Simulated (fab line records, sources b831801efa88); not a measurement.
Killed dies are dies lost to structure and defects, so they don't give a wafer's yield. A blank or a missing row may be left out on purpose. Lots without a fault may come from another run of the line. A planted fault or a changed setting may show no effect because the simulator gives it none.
A struck lot beside a sound one | flow sky130 | 44 steps out of a route of 708
Sound: wafers L669.1, L669.5, L669.6. Struck: wafers L675.1, L675.4, L675.5. The cause comes at the end.
At each step with rows: each side's tool, then ch and its chambers, then its first start. Under that, the readings that differ: sound wafers | struck wafers | difference of the means | sigmas: that difference in standard deviations of wafers without a fault.
alike: readings whose means differ by less than 2 such deviations, and words and numbers that are the same on both sides. not compared: withheld readings, readings that some wafer has no value for, bounds like >300 that may hide the same value, and numbers for which the record gives no deviation and whose values overlap.
The two part at a step that has a row with sigmas, a row that says differs or no value, or rows on one side only. Numbers that don't overlap but have no deviation are shown without sigmas and don't part them. A reading that every wafer of one side lacks parts them only if that side has two wafers or more.

first, 2 steps without rows for these wafers: SKY_DNWELL_DEVELOP_06 (develop time 60 s); SKY_DNWELL_IMPLANT_07.
SKY_DNWELL_STRIP_08: strips in O2/N2.
  sound on plasma_asher-04 ch 0,1, day 5 00:50; struck on plasma_asher-03 ch 1, day 6 07:36
  alike: drypump_motor_current_A, oes_product_au, strip_time_to_endpoint_s
  not compared: rf_hours_counter_h
SKY_DNWELL_TW_MEAS_09:
  sound on film_metro-02, day 5 00:56; struck on film_metro-03, day 6 07:42
  reading   | sound          | struck         | difference | sigmas
  DNWELL_TW | 1101 1098 1103 | 1129 1127 1122 | +25        | +2
then, 7 steps without rows for these wafers: SKY_PWDE_DEHYDRATE_00 (time 60 s); SKY_PWDE_HMDS_01 (prime time 60 s); SKY_PWDE_COAT_02 (resist thk 3000 nm); SKY_PWDE_SOFTBAKE_03; SKY_PWDE_EXPOSE_04 (exposes mask PWDEM, target cd 840 nm); SKY_PWDE_PEB_05; SKY_PWDE_DEVELOP_06 (develop time 60 s).
SKY_PWDE_OVL_MEAS_07:
  sound on overlay-02, day 5 17:57; struck on overlay-02, day 7 01:54
  alike: PWDE_OVL
SKY_PWDE_IMPLANT_08:
  sound on implanter-04 ch 0, day 5 17:59; struck on implanter-02 ch 0, day 7 01:56
  reading                   | sound                | struck               | difference | sigmas
  beam_energy_keV           | 149.98 149.98 150.01 | 174.92 174.88 174.98 | +24.94     | +99 or more
  model.implant.rp_nm (nm)  | 441.3 441.3 441.3    | 501.4 501.4 501.4    | +60.1      |
  model.implant.drp_nm (nm) | 97.97 97.97 97.97    | 103.7 103.7 103.7    | +5.7       |
SKY_PWDE_STRIP_09: strips in O2/N2.
  sound on plasma_asher-02 ch 0,1, day 5 18:08; struck on plasma_asher-03 ch 0,1, day 7 02:05
  alike: drypump_motor_current_A, oes_product_au, strip_time_to_endpoint_s
  not compared: rf_hours_counter_h
SKY_PWDE_TW_MEAS_10:
  sound on film_metro-02, day 5 18:14; struck on film_metro-02, day 7 02:11
  alike: PWDE_TW
then, 7 steps without rows for these wafers: SKY_NWELL_DEHYDRATE_03 (time 60 s); SKY_NWELL_HMDS_04 (prime time 60 s); SKY_NWELL_COAT_05 (resist thk 3000 nm); SKY_NWELL_SOFTBAKE_06; SKY_NWELL_EXPOSE_07 (exposes mask NWM, target cd 840 nm); SKY_NWELL_PEB_08; SKY_NWELL_DEVELOP_09 (develop time 60 s).
SKY_NWELL_OVL_MEAS_10:
  sound on overlay-02, day 6 12:53; struck on overlay-01, day 7 21:35
  alike: NWELL_00_OVL
then, 3 steps without rows for these wafers: SKY_NWELL_IMPLANT_11; SKY_NWELL_IMPLANT_12; SKY_NWELL_IMPLANT_13.
SKY_NWELL_STRIP_14: strips in O2/N2.
  sound on plasma_asher-01 ch 0,1, day 6 13:22; struck on plasma_asher-03 ch 0,1, day 7 22:04
  alike: drypump_motor_current_A, oes_product_au, strip_time_to_endpoint_s
  not compared: rf_hours_counter_h
SKY_NWELL_TW_MEAS_15:
  sound on film_metro-04, day 6 13:28; struck on film_metro-03, day 7 22:10
  alike: NWELL_TW
then, 7 steps without rows for these wafers: SKY_NWELL_DEHYDRATE_16 (time 60 s); SKY_NWELL_HMDS_17 (prime time 60 s); SKY_NWELL_COAT_18 (resist thk 3000 nm); SKY_NWELL_SOFTBAKE_19; SKY_NWELL_EXPOSE_20 (exposes mask NWM COMPLEMENT, target cd 840 nm); SKY_NWELL_PEB_21; SKY_NWELL_DEVELOP_22 (develop time 60 s).
SKY_NWELL_OVL_MEAS_23:
  sound on overlay-02, day 7 08:32; struck on overlay-01, day 8 16:39
  alike: NWELL_01_OVL
then, 1 step without rows for these wafers: SKY_NWELL_IMPLANT_24.
SKY_NWELL_STRIP_25: strips in O2/N2.
  sound on plasma_asher-03 ch 0,1, day 7 08:43; struck on plasma_asher-01 ch 0,1, day 8 16:50
  alike: drypump_motor_current_A, oes_product_au, strip_time_to_endpoint_s
  not compared: rf_hours_counter_h
SKY_NWELL_TW_MEAS_26:
  sound on film_metro-03, day 7 08:49; struck on film_metro-02, day 8 16:56
  reading    | sound       | struck      | difference | sigmas
  NWELL_2_TW | 498 501 499 | 491 490 492 | -8         | -2
then, 1 step without rows for these wafers: SKY_NWELL_CLEAN_27 (cleans in SC1/SC2, time 150 s).
SKY_NWELL_RTA_28: time 30 s.
  sound on rtp_anneal-01 ch 0, day 7 08:56; struck on rtp_anneal-02 ch 0, day 8 17:03
  alike: anneal_temp_c_max, lamp_power_pct, wafer_temp_C_max
SKY_NWELL_RS_MEAS_29: measures by four-point-probe.
  sound on film_metro-04, day 7 09:02; struck on film_metro-04, day 8 17:09
  alike: NWELL_RS
SKY_NWELL_RS_MEAS_31: measures by four-point-probe.
  sound on film_metro-04, day 7 09:16; struck on film_metro-04, day 8 17:23
  alike: PWDE_RS
-- the record jumps here: 40 days lie between the struck wafers' starts before and after (it left off in module NWELL and takes up again in module PAD_OPEN, whose first step shown is number 708 of the route) --
SKY_PAD_OPEN_PROBE_99:
  sound on prober-02, day 47 20:25; struck on prober-02, day 48 23:37
  reading                                   | sound                        | struck         | difference | sigmas
  model.etest.res_p_drift_20v.line_ohm_um   | 1.26e+04 1.177e+04 1.269e+04 | 9263 9627 8921 | -3083      |
  model.etest.res_p_drift_20v.rs_ohm_sq     | 1.054e+04 9832 1.05e+04      | 7645 8078 7387 | -2587      |
  model.etest.res_pwde_under_gate.rs_ohm_sq | 6161 6164 6162               | 6304 6310 6266 | +131       |
  alike: killed_at_M0_to_M3, killed_at_M4_up, killed_at_contacts, killed_at_front_end, killed_at_other, killed_dies, killed_open, killed_short

WHERE THEY PART
First at SKY_DNWELL_TW_MEAS_09; last, within this record, at SKY_NWELL_TW_MEAS_26. Later steps at which nothing parts them and some readings are alike: SKY_NWELL_RTA_28, SKY_NWELL_RS_MEAS_29, SKY_NWELL_RS_MEAS_31, SKY_PAD_OPEN_PROBE_99.

WHY: what the simulator had put in
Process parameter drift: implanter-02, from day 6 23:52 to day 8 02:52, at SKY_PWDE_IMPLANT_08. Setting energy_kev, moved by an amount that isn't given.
